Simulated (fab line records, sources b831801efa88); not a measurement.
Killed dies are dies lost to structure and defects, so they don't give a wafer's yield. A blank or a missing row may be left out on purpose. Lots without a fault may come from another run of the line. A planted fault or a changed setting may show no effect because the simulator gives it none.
Split-lot experiment | flow gf180mcu | 5 lots, 23 wafers read, on a route of 602 steps

THE SPLIT
At GF_CONTACT_CMP_04 (polishes SiO2), the setting leave_above_ref_nm was moved away from the recipe's 560 nm on 7 of the 23 wafers read, by -7.4% to +6.4%. The other wafers ran this setting at the recipe's value.

FROM THE SPLIT TO THE READING: what the file shows between them, 4 steps
- GF_CONTACT_PEB_12: peb time 90 s (also split here: peb_temp_c)
- GF_CONTACT_DEVELOP_13: develop time 60 s
- GF_CONTACT_CD_MEAS_14: target cd 220 nm
- GF_CONTACT_ETCH_16: etches BARC in N2/H2 (also split here: source_w)

THE READING
CONTACT.feature_depth_nm (the simulator's own value, which no gauge read), in nm, at GF_CONTACT_ETCH_17 (etches SiO2 in C4F8/O2/Ar, stops on CoSi2, target depth 860 nm). The file gives no usual value for it. The 16 wafers here that ran the recipe average 848.7 nm, standard deviation 3.3 nm.

wafer  | tool, chamber at the split | leave_above_ref_nm as run, nm | against the recipe | CONTACT.feature_depth_nm, nm | against lot-mates on the recipe
L076.2 | cmp-01, 3                  | 521                           | -7.0%              | 810.1                        | -38.6
L076.3 | cmp-01, 2                  | 560                           | recipe             | 848.8                        | -
L076.4 | cmp-01, 0                  | 560                           | recipe             | 848.6                        | -
L076.5 | cmp-01, 1                  | 521                           | -7.0%              | 805.9                        | -42.8
L076.6 | cmp-01, 2                  | 521                           | -7.0%              | 811.8                        | -36.9
L079.2 | cmp-02, 2,0                | 560                           | recipe             | 844.3                        | -
L079.3 | cmp-02, 2,0                | 560                           | recipe             | 842.6                        | -
L079.6 | cmp-02, 2                  | 560                           | recipe             | 844.4                        | -
L082.2 | cmp-02, 1                  | 560                           | recipe             | 852                          | -
L082.3 | cmp-02, 3                  | 518.6                         | -7.4%              | 806.2                        | -41.7
L082.4 | cmp-02, 0                  | 560                           | recipe             | 845.9                        | -
L082.5 | cmp-02, 2                  | 560                           | recipe             | 845.9                        | -
L082.6 | cmp-02, 3                  | 518.6                         | -7.4%              | 809.8                        | -38.1
L083.1 | cmp-01, 2                  | 560                           | recipe             | 852.3                        | -
L083.3 | cmp-01, 3                  | 560                           | recipe             | 850.8                        | -
L083.4 | cmp-01, 1                  | 560                           | recipe             | 849.1                        | -
L083.5 | cmp-01, 1                  | 560                           | recipe             | 854                          | -
L083.6 | cmp-01, 0                  | 560                           | recipe             | 854.3                        | -
L084.1 | cmp-02, 2                  | 560                           | recipe             | 848.2                        | -
L084.3 | cmp-02, 0                  | 595.9                         | +6.4%              | 886.6                        | +38.0
L084.4 | cmp-02, 3                  | 560                           | recipe             | 849.1                        | -
L084.5 | cmp-02, 1                  | 560                           | recipe             | 848.4                        | -
L084.6 | cmp-02, 2                  | 595.9                         | +6.4%              | 883.6                        | +35.0
Where a row lists several chambers, the file gives one row for several wafers and doesn't say which wafer went through which chamber.

THE FIT
A straight line over all 23 wafers: CONTACT.feature_depth_nm changes by +5.62 nm for each +1% of leave_above_ref_nm; r = +0.99; the points scatter about the line by 3.2 nm.
The same after taking each lot's own level away (the mean of its wafers on the recipe; 23 wafers): +5.59 nm for each +1%; r = +1.00; scatter 2 nm.
On that fit, the largest move of leave_above_ref_nm shifts the reading by 41 nm.
The lots' own levels span 843.77 to 852.10 nm, that is 2.5 times the standard deviation above.
So the lot-to-lot level changes the slope little: the two slopes agree.
Check: with one of the wafers moved furthest among these (-7.4%) left out of the fit, the line predicts -41.1 nm for it against its lot-mates. It came out at -41.7 nm against them.

OTHER SPLITS ON THESE WAFERS
These wafers also went through other splits before the reading. Each is held against what the fit with the lots' levels taken away leaves over:
other split on the same wafers   | wafers away from the commonest value | r with CONTACT.feature_depth_nm (lot level and that fit taken away)
GF_PSD_EXPOSE_04 dose_mj         | 8                                    | +0.10
GF_PSD_IMPLANT_09 energy_kev     | 4                                    | +0.10
GF_SAB_DEVELOP_08 develop_time_s | 8                                    | +0.40
GF_SALICIDE_SPUTTER_03 power_w   | 8                                    | +0.13
GF_CONTACT_PEB_12 peb_temp_c     | 10                                   | -0.02
GF_CONTACT_ETCH_16 source_w      | 5                                    | +0.08

THE WHOLE CHAIN: every reading that the file lists as answering this split, in the file's order
step               | what it does                                                   | reading                                                                        | change (the file's fit)              | r (the file's)
GF_CONTACT_CMP_04  | polishes SiO2                                                  | SiO2_of_CONTACT_CVD_02.thk_nm (the simulator's own value, which no gauge read) | +5.68 nm for each +1% of the setting | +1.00
GF_CONTACT_ETCH_17 | etches SiO2 in C4F8/O2/Ar, stops on CoSi2, target depth 860 nm | CONTACT.feature_depth_nm (the simulator's own value, which no gauge read)      | +5.57 nm for each +1% of the setting | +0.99

THE FILE'S OWN FIT
CONTACT.feature_depth_nm changes by +5.57 nm for each +1% of leave_above_ref_nm, r = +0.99.
